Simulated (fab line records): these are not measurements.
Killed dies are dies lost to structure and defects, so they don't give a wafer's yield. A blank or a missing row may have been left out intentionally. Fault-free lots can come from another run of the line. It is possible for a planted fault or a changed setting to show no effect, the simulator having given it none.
Struck lot and sound lot, side by side -- flow sky130 -- 17 out of 708 route steps
Sound: wafers L347.3, L347.5, L347.6. The struck wafers were L339.3, L339.4, L339.6. The cause comes at the end.
Each step with rows lists, per side, the tool, then ch with its chambers, then its first start. Under that, the readings that differ: sound wafers -- struck wafers -- difference of the means -- sigmas: that difference in standard deviations of wafers without a fault.
alike: a reading whose means differ by less than 2 such deviations, as well as words and numbers matching on both sides. not compared: withheld readings; readings where some wafer has no value; bounds like >300 that might hide an equal value; numbers whose values overlap and for which the record gives no deviation.
Wherever a step has rows on one side only, a row that says differs or no value, or a row with sigmas, the two part there. Numbers that have no deviation but don't overlap get no sigmas and don't part them. A reading missing from all wafers of one side parts the sides only when that side holds two or more wafers.

SKY_POLY_GATE_THK_MEAS_04:
  sound on film-metro-03, day 21 08:44; struck on film-metro-03, day 18 20:14
  alike: POLY_GATE_CVD_03_THK
then, 8 steps without rows for these wafers: SKY_POLY_GATE_DEHYDRATE_05 (time 60 s); SKY_POLY_GATE_HMDS_06 (prime time 60 s); SKY_POLY_GATE_COAT_07 (resist thk 110 nm); SKY_POLY_GATE_COAT_08 (resist thk 450 nm); SKY_POLY_GATE_SOFTBAKE_09 (time 90 s); SKY_POLY_GATE_EXPOSE_10 (exposes mask P1M, target cd 150 nm); SKY_POLY_GATE_PEB_11; SKY_POLY_GATE_DEVELOP_12 (develop time 60 s).
SKY_POLY_GATE_CD_MEAS_13: target cd 150 nm.
  sound on cd-sem-02, day 22 15:29; struck on cd-sem-01, day 20 03:47
  alike: cd-nm
SKY_POLY_GATE_OVL_MEAS_14:
  sound on overlay-01, day 22 15:34; struck on overlay-01, day 20 03:52
  alike: POLY_GATE_OVL
SKY_POLY_GATE_ETCH_15: etches BARC in N2/H2, stops on SiO2, time 118.5 s, target depth 110 nm.
  sound on rie-diel-04 ch 0,1,3, day 22 15:35; struck on rie-diel-01 ch 1,2,3, day 20 03:53
  alike: drypump-motor-current-A, oes-product-au, throttle-valve-pct
  not compared: rf-hours-counter-h
SKY_POLY_GATE_ETCH_16: etches Si3N4 in CH3F/O2, stops on poly-Si, time 147.5 s, target depth 75 nm.
  sound on rie-diel-04 ch 0,1,3, day 22 15:41; struck on rie-diel-01 ch 1,2,3, day 20 03:59
reading,sound,struck,difference,sigmas
model.KrF-thick_of_POLY_GATE_COAT_08.thk-nm (nm),232.2 230.4 234.1,270 266.9 266.2,+35,
  alike: drypump-motor-current-A, oes-product-au, throttle-valve-pct
  not compared: rf-hours-counter-h
SKY_POLY_GATE_ETCH_17: etches poly-Si in HBr/Cl2, stops on SiO2, target depth 180 nm, time 70.5 s.
  sound on rie-si-02 ch 0,1, day 22 15:46; struck on rie-si-02 ch 0,1, day 20 04:04
reading,sound,struck,difference,sigmas
model.KrF-thick_of_POLY_GATE_COAT_08.thk-nm (nm),138 137.3 139.9,176.9 173.1 171.9,+35.6,
  alike: drypump-motor-current-A, oes-product-au, throttle-valve-pct
  not compared: rf-hours-counter-h
SKY_POLY_GATE_STRIP_18: strips in O2/N2.
  sound on plasma-asher-04 ch 0,1, day 22 15:52; struck on plasma-asher-04 ch 0,1, day 20 04:10
reading,sound,struck,difference,sigmas
oes-product-au (a.u.),0.362 0.354 0.357,0.382 0.372 0.375,+0.019,+4
strip-time-to-endpoint-s (s),3.14 3.14 3.17,3.57 3.53 3.52,+0.39,+11
  alike: drypump-motor-current-A
  not compared: rf-hours-counter-h
then, 1 step without rows for these wafers: SKY_POLY_GATE_CLEAN_19 (cleans in SC1/SC2, time 150 s).
SKY_PAD_OPEN_PROBE_99:
  sound wafers here have rows in the record (prober-01, day 49 18:58); struck ones have none

## WHERE THEY PART
First at SKY_POLY_GATE_STRIP_18; last, within this record, at SKY_PAD_OPEN_PROBE_99.

WHY: what had been put in by the simulator
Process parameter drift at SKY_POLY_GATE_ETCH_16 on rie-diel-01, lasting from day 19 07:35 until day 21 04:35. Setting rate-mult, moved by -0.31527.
